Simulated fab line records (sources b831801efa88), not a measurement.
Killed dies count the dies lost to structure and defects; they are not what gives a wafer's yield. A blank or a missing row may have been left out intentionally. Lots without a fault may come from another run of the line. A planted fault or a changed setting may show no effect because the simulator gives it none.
Which tool did it?	flow gf180mcu	6 lots (18 wafers sampled), 1 step of a 602-step route

## WHAT EACH GAUGE READ, for each wafer
GF_MIM_RS_MEAS_10: measurement is done with a four-point probe.
lot	measured	on	MIM_ALCU_RS (ohm/sq)
L498	day 24 22:24	film-metro-03	0.1587 0.1600 0.1584
L503	day 26 13:12	film-metro-03	0.1609 0.1635 0.1605
L507	day 27 19:04	film-metro-01	0.1616 0.1585 0.1600
L509	day 28 12:48	film-metro-01	0.1592 0.1589 0.1593
L513	day 29 14:52	film-metro-01	0.1623 0.1622 0.1624
L515	day 30 02:36	film-metro-01	0.1621 0.1614 0.1630

## EACH LOT AND THE TOOL THAT RAN IT (in order: tool; ch and the chambers of the sampled wafers; start)
Before these readings, the record contains no process step.

## THE ANSWER, worked out from the rows above alone
Rule: the usual values come from the lots themselves. The widest of any qualifying gaps counts: lots, ordered by their means at a reading, are off when they make up no more than a third of the lots, leave a main group of 4 or more, and stand apart from it by 3 or more times the standard deviation of that group's means. Not used: any main group whose means are identical at the precision the tables above print for the reading. Also off: a lot with no number at a reading for which 4 or more lots have one. Where the step has rows for the other lots, those lots are counted as sound.
Across all readings shown, no lot is off: no conclusion can be drawn from this.

## WHAT WAS PUT IN BY THE SIMULATOR
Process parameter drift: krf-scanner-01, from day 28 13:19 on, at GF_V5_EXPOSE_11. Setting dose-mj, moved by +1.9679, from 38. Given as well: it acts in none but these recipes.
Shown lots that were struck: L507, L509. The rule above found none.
